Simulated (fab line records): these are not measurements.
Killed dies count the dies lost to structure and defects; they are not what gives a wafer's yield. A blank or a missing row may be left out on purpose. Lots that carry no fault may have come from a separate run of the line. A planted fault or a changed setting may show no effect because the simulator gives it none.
Which tool is to blame? ; flow sky130 ; 7 lots with 21 wafers sampled at 2 steps, on a route of 708 steps

## WHAT THE GAUGES READ, wafer by wafer
SKY_VIA1_OVL_MEAS_13.
lot;measured;on;VIA1_OVL (nm)
L546;day 35 02:10;overlay-02;5 -1 -4
L549;day 35 20:07;overlay-02;2 12 12
L552;day 36 17:22;overlay-01;8 9 9
L554;day 36 22:19;overlay-01;14 10 9
L557;day 38 05:21;overlay-01;-5 2 -1
L558;day 38 12:22;overlay-01;7 6 3
L560;day 38 20:22;overlay-01;-2 4 7

## WHICH TOOL RAN EACH LOT (tool, then ch and the chambers of the sampled wafers, then the start)
lot;SKY_CONTACT_SPUTTER_23
L546;pvd-sputter-01, day 32 18:23
L549;pvd-sputter-03, day 33 12:38
L552;pvd-sputter-01, day 34 09:38
L554;pvd-sputter-01, day 34 15:41
L557;pvd-sputter-02, day 36 00:04
L558;pvd-sputter-01, day 36 05:50
L560;pvd-sputter-03, day 36 16:02
- SKY_CONTACT_SPUTTER_23: material TiN, target thk 20 nm, time 80 s.

## THE ANSWER, worked out from the rows above alone
Rule: the usual values come from the lots themselves. The widest of any qualifying gaps counts: lots, ordered by their means at a reading, are off when they make up no more than a third of the lots, leave a main group of 4 or more, and stand apart from it by 3 or more times the standard deviation of that group's means. A main group whose means are all the same, to the digits that the tables above print for the reading, isn't used. Also off: a lot with no number at a reading for which 4 or more lots have one. Any other lot the step has rows for is counted as sound.
Across all readings shown, no lot is off: no conclusion can be drawn from this.

## WHAT WAS PUT IN BY THE SIMULATOR
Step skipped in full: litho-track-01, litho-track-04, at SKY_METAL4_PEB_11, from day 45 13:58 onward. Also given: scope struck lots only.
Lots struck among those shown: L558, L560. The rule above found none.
